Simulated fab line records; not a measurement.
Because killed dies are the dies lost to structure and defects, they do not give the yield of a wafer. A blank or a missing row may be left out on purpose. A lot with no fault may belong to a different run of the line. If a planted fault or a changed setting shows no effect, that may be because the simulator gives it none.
Chamber matching | flow sky130 | SKY_VIA4_CMP_02 on cmp-01 has 4 sister chambers
The step polishes SiO2. 14 wafers are shown with their chamber, then 7 later ones without.

## WAFERS, EACH WITH ITS CHAMBER
wafer  | chamber | motorCurrentA (A) | retainingRingPressureFrac
L291.2 | 0       | 12.2              | 1.000
L291.3 | 1       | 9.9               | 1.005
L291.4 | 2       | 14.7              | 1.000
L292.4 | 1       | 9.6               | 0.996
L292.5 | 2       | 15.0              | 1.002
L292.6 | 3       | 10.8              | 0.992
L297.1 | 1       | 9.5               | 1.001
L297.2 | 3       | 10.7              | 1.000
L297.6 | 0       | 12.5              | 0.997
L300.1 | 2       | 14.1              | 0.997
L300.3 | 3       | 10.3              | 0.997
L300.5 | 3       | 10.5              | 1.006
L302.1 | 2       | 15.0              | 1.004
L302.4 | 0       | 12.0              | 0.995

SIGNATURES (means of the wafers above)
reading                   | chamber 0 | chamber 1 | chamber 2 | chamber 3 | scatter within a chamber
motorCurrentA             | 12.233    | 9.667     | 14.700    | 10.575    | 0.3
retainingRingPressureFrac | 0.99733   | 1.00067   | 1.00075   | 0.99875   | 0.00428
Rule: a wafer's distance from a chamber is the root of the sum, over the readings, of the square of ((its reading less the chamber's mean) divided by the reading's scatter). The wafer belongs to the nearest chamber; if the next one is less than 2 further off, it can't be placed. How the scatter is found: for the shown wafers, subtract from each reading the mean of its chamber, square and add these, divide the total by (wafers less chambers), then take the root.

## WAFERS WHOSE CHAMBER IS MISSING
wafer  | motorCurrentA (A) | retainingRingPressureFrac
L302.5 | 12.7              | 0.997
L311.3 | 14.5              | 0.999
L311.4 | 12.8              | 0.999
L311.5 | 9.9               | 1.000
L313.2 | 10.1              | 1.003
L313.3 | 11.7              | 0.997
L313.4 | 10.7              | 1.004

## WHICH CHAMBER EACH ONE RAN IN
wafer  | from the rows above     | in truth
L302.5 | 0                       | 0
L311.3 | 2                       | 2
L311.4 | 0                       | 0
L311.5 | can't be placed: 1 or 3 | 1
L313.2 | can't be placed: 1 or 3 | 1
L313.3 | can't be placed: 0 or 3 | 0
L313.4 | 3                       | 3
Correct placement for 4 of the 7. Not placeable from these rows: 3 (in 3, the candidates include the true chamber). 0 placed wrongly.
